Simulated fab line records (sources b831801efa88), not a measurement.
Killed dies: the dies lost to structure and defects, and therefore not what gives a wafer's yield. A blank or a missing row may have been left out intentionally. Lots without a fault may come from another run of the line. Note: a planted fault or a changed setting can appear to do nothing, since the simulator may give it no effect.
A struck lot beside a sound one	flow sky130	12 out of 708 route steps
Sound: the wafers L632.1, L632.2, L632.5. Wafers struck: L640.2, L640.5, L640.6. At the end, the cause is stated.
Each step with rows lists, per side, the tool, then ch with its chambers, then its first start. Under that, the readings that differ: sound wafers	struck wafers	difference of the means	sigmas: that difference in standard deviations of wafers without a fault.
alike: readings whose means differ by less than 2 such deviations, and words and numbers that are the same on both sides. not compared: withheld readings, readings that some wafer has no value for, bounds like >300 that may hide the same value, and numbers for which the record gives no deviation and whose values overlap.
A row with sigmas, a row that says differs or no value, or rows on one side alone: a step with any of these is where the two part. Numbers that don't overlap but have no deviation are shown without sigmas and don't part them. A reading that every wafer of one side lacks parts them only if that side has two wafers or more.

SKY_FIELD_ISO_BOW_MEAS_00:
  struck on filmMetro-02, day 4 23:01; sound on filmMetro-04, day 3 07:00
  alike: INCOMING_BOW
then, 1 step without rows for these wafers: SKY_FIELD_ISO_OXIDATION_01 (stabilise 600 s, purge 300 s, target thk 12 nm).
SKY_FIELD_ISO_THK_MEAS_02:
  struck on filmMetro-03, day 5 01:37; sound on filmMetro-03, day 3 09:23
  alike: FIELD_ISO_OXIDATION_00_THK
then, 1 step without rows for these wafers: SKY_FIELD_ISO_CVD_03 (deposits Si3N4 from DCS/NH3, target thk 165 nm, time 2830 s).
SKY_FIELD_ISO_THK_MEAS_04:
  struck on filmMetro-02, day 5 03:28; sound on filmMetro-03, day 3 11:14
  alike: FIELD_ISO_CVD_03_THK
then, 5 steps without rows for these wafers: SKY_FIELD_ISO_DEHYDRATE_05 (time 60 s); SKY_FIELD_ISO_HMDS_06 (prime time 60 s); SKY_FIELD_ISO_COAT_07 (resist thk 60 nm); SKY_FIELD_ISO_COAT_08 (resist thk 450 nm); SKY_FIELD_ISO_SOFTBAKE_09 (time 90 s).
SKY_FIELD_ISO_EXPOSE_10: exposes mask FOM, target cd 150 nm.
  struck on krfScanner-01, day 5 12:42; sound on krfScanner-02 ch 0, day 3 19:29
  no value came back on the struck wafers for exposureDoseMJCm2, focusOffsetNm (nm), na, reticleTempC (C); on the sound wafers exposureDoseMJCm2 reads 27.998 27.939 28.083
  alike: mask
after that, 1 step had no rows for these wafers: SKY_FIELD_ISO_PEB_11.

== WHERE THEY PART ==
At SKY_FIELD_ISO_EXPOSE_10 and nowhere else, as far as this record goes.

WHY: whatever the simulator had introduced
Entire step skipped (krfScanner-01, SKY_FIELD_ISO_EXPOSE_10), from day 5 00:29 onward. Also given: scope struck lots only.
